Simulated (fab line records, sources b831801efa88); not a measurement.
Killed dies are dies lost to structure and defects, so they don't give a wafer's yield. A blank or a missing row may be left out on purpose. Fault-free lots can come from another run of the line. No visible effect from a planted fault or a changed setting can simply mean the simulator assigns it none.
Matching of chambers | flow gf180mcu | GF_V5_CMP_04 on cmp-02: 4 sister chambers
The step polishes SiO2. 8 wafers are shown with their chamber, then 8 later ones without.

WAFERS WITH THEIR CHAMBER
wafer  | chamber | motor-current-A (A)
L520.4 | 0       | 11.6
L520.6 | 0       | 12.6
L527.3 | 1       | 10.6
L527.4 | 3       | 11.2
L529.3 | 2       | 11.9
L529.5 | 2       | 12.1
L529.6 | 3       | 11.6
L536.2 | 1       | 10.4

WAFERS WITH NO CHAMBER GIVEN
wafer  | motor-current-A (A)
L536.3 | 11.2
L536.5 | 10.8
L539.2 | 12.5
L539.3 | 11.0
L539.5 | 12.0
L540.1 | 10.7
L540.5 | 11.0
L540.6 | 12.6

CHAMBER TAKEN BY EACH
wafer  | from the rows above               | in truth
L536.3 | can't be placed: 3 or 1 or 2 or 0 | 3
L536.5 | can't be placed: 1 or 3           | 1
L539.2 | can't be placed: 0 or 2 or 3      | 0
L539.3 | can't be placed: 3 or 1 or 2 or 0 | 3
L539.5 | can't be placed: 2 or 0 or 3      | 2
L540.1 | can't be placed: 1 or 3           | 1
L540.5 | can't be placed: 3 or 1 or 2 or 0 | 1
L540.6 | can't be placed: 0 or 2 or 3      | 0
Correct placement for 0 of the 8. From these rows, 8 cannot be placed; in 8 the true chamber is one of the candidates. 0 placed wrongly.
How it was worked out, from the rows above alone: a wafer's distance from a chamber is the root of the sum, over the readings, of the square of ((its reading less the chamber's mean) divided by the reading's scatter). If the next closest chamber is less than 2 further off than the closest, the wafer can't be placed; otherwise it belongs to the closest. For every chamber, the mean is computed from those of its wafers that are shown. The scatter: the root of (the sum of the squares of (reading less its chamber's mean) over the shown wafers, divided by (wafers less chambers)).
